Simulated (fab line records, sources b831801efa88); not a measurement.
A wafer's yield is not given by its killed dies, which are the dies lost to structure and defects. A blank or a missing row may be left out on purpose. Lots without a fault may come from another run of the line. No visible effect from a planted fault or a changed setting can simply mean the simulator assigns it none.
Struck lot and sound lot, side by side | flow gf180mcu | 14 out of 602 route steps
Sound: the wafers L695.3, L695.5, L695.6. Struck: wafer L704.4 (L704.3, L704.6, from the same lot, were not struck and are left out); the cause is given at the end.
For every step that has rows: the tool of each side, followed by ch and its chambers, followed by its first start. Under that, the readings that differ: sound wafers | struck wafers | difference of the means | sigmas: that difference in standard deviations of wafers without a fault.
alike: readings with means less than 2 such deviations apart, plus words and numbers identical on both sides. not compared: withheld readings, readings lacking a value on some wafer, bounds such as >300 that could conceal the same value, and numbers that have no deviation in the record and whose values overlap.
The two part at a step that has a row with sigmas, a row that says differs or no value, or rows on one side only. When numbers do not overlap yet have no deviation, they are printed without sigmas and do not part them. A reading missing from all wafers of one side parts the sides only when that side holds two or more wafers.

first, 3 steps without rows for these wafers: GF_V3_STRIP_18 (strips in O2/N2); GF_V3_STRIP_19 (strips in post etch residue remover, time 1200 s); GF_V3_CLEAN_20 (cleans in DIW).
GF_V3_SPUTTER_21: material Ti, target thk 15 nm, time 80.02 s.
  sound on pvd-sputter-03, day 22 14:51; struck on pvd-sputter-01, day 25 23:10
  reading                  | sound             | struck | difference | sigmas
  chamber-pressure-pa (Pa) | 5.017 5.006 5.007 | 4.990  | -0.020     | -2
  alike: throttle-valve-pct
GF_V3_SPUTTER_22: material TiN, target thk 10 nm, time 40 s.
  sound on pvd-sputter-03, day 22 14:55; struck on pvd-sputter-01, day 25 23:13
  alike: chamber-pressure-pa, throttle-valve-pct
GF_V3_CVD_23: deposits W, target thk 350 nm, time 104.9 s.
  sound on cvd-w-01 ch 0,1, day 22 14:59; struck on cvd-w-02 ch 0, day 25 23:18
  alike: heater-power-w
GF_V3_RS_MEAS_24: measures by four-point-probe.
  sound on film-metro-01, day 22 15:06; struck on film-metro-03, day 25 23:25
  alike: V3_W_RS
GF_V3_THK_MEAS_25: measures by xrf.
  sound on film-metro-01, day 22 15:12; struck on film-metro-03, day 25 23:31
  alike: V3_W_THK
then, 3 steps without rows for these wafers: GF_V3_CMP_26 (polishes, stops on SiO2, t overpolish 15 s, target thk 0 nm); GF_M4_SPUTTER_00 (material Ti, target thk 37.5 nm, time 150 s); GF_M4_SPUTTER_01 (material TiN, target thk 30 nm, time 25 s).
GF_M4_SPUTTER_02: material AlCu, target thk 450 nm, time 23.9 s.
  sound on pvd-sputter-04, day 22 15:40; struck on pvd-sputter-02, day 25 23:59
  alike: chamber-pressure-pa, throttle-valve-pct
GF_M4_SPUTTER_03: material Ti, target thk 10 nm, time 6.7 s.
  sound on pvd-sputter-04, day 22 15:42; struck on pvd-sputter-02, day 26 00:01
  reading                               | sound             | struck | difference | sigmas
  model.Ti_of_M4_SPUTTER_03.thk-nm (nm) | 9.799 10.16 9.783 | 13.41  | +3.50      |
  alike: chamber-pressure-pa, throttle-valve-pct
GF_M4_SPUTTER_04: material TiN, target thk 50 nm, time 41.7 s.
  sound on pvd-sputter-04, day 22 15:44; struck on pvd-sputter-02, day 26 00:02
  alike: chamber-pressure-pa, throttle-valve-pct

== WHERE THEY PART ==
At GF_V3_SPUTTER_21 and nowhere else, as far as this record goes. Later steps at which nothing parts them and some readings are alike: GF_V3_SPUTTER_22, GF_V3_CVD_23, GF_V3_RS_MEAS_24, GF_V3_THK_MEAS_25, GF_M4_SPUTTER_02, GF_M4_SPUTTER_03, GF_M4_SPUTTER_04.

WHY: the cause the simulator had injected
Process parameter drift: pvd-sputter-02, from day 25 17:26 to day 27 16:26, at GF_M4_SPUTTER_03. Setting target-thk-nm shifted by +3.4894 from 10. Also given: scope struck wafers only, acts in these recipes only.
